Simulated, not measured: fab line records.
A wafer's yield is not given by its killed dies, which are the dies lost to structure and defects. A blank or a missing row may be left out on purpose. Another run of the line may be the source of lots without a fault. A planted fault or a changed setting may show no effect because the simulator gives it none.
Comparing a struck lot with a sound one / flow sky130 / 15 steps out of a route of 708
Sound: these wafers, L933.1, L933.4, L933.5. The struck wafers were L940.1, L940.2, L940.6. Last of all comes the cause.
For every step that has rows: the tool of each side, followed by ch and its chambers, followed by its first start. Under that, the readings that differ: sound wafers / struck wafers / difference of the means / sigmas: that difference in standard deviations of wafers without a fault.
alike: readings whose means differ by less than 2 such deviations, and words and numbers that are the same on both sides. not compared: withheld readings, readings that some wafer has no value for, bounds like >300 that may hide the same value, and numbers for which the record gives no deviation and whose values overlap.
A row with sigmas, a row that says differs or no value, or rows on one side alone: a step with any of these is where the two part. Non-overlapping numbers with no deviation appear without sigmas and do not part them. A reading that every wafer of one side lacks parts them only if that side has two wafers or more.

first, 4 steps without rows for these wafers: SKY_LDD_N_IMPLANT_12; SKY_LDD_N_IMPLANT_13; SKY_LDD_N_IMPLANT_14; SKY_LDD_N_IMPLANT_15.
SKY_LDD_N_STRIP_16: strips in O2/N2.
  sound on plasmaAsher-03 ch 0,1, day 18 02:21; struck on plasmaAsher-04 ch 0,1, day 21 15:58
  alike: drypumpMotorCurrentA, n2FlowSccm, oesProductAu, stripTimeToEndpointS
  not compared: rfHoursCounterH
SKY_LDD_N_TW_MEAS_17:
  sound: filmMetro-04 at day 18 02:27; struck: filmMetro-03 at day 21 16:04
  alike: LDD_N_TW
then, 3 steps without rows for these wafers: SKY_LDD_P_DEHYDRATE_00 (time 60 s); SKY_LDD_P_HMDS_01 (prime time 60 s); SKY_LDD_P_COAT_02 (resist thk 1140 nm).
SKY_LDD_P_SOFTBAKE_03: time 62.37 s.
  sound on lithoTrack-01 ch 0, day 18 17:10; struck on lithoTrack-01 ch 0, day 22 07:25
  alike: plateSensorTCentreC, plateSensorTEdgeC
then, 2 steps without rows for these wafers: SKY_LDD_P_EXPOSE_04 (exposes mask PSDM, target cd 380 nm); SKY_LDD_P_PEB_05.
SKY_LDD_P_DEVELOP_06: develop time 60 s.
  sound on lithoTrack-04 ch 0, day 19 08:05; struck on lithoTrack-04 ch 0, day 22 22:32
reading=developerTempC (C); sound=23.05 23.03 23.04; struck=22.32 22.24 22.25; difference=-0.77; sigmas=-8
SKY_LDD_P_CD_MEAS_07: target cd 380 nm.
  sound: cdSem-02 at day 19 08:14; struck: cdSem-01 at day 22 22:47
  alike: cdNm
-- record jumps: 26 days separate the struck wafers' starts on either side; left off in module LDD_P, taken up again in module PAD_OPEN, whose first shown step is the route's number 708 --
SKY_PAD_OPEN_PROBE_99:
  sound: prober-02 at day 46 00:44; struck: prober-02 at day 48 11:40
  alike: killed_at_M0_to_M3, killed_at_M4_up, killedAtContacts, killedAtFrontEnd, killedAtOther, killedDies, killedOpen, killedShort

WHERE THEY PART
Only at SKY_LDD_P_DEVELOP_06, within this record. Later steps at which nothing parts them and some readings are alike: SKY_LDD_P_CD_MEAS_07, SKY_PAD_OPEN_PROBE_99.

WHY: the cause the simulator had injected
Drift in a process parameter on lithoTrack-04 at SKY_LDD_P_DEVELOP_06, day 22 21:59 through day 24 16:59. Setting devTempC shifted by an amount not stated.
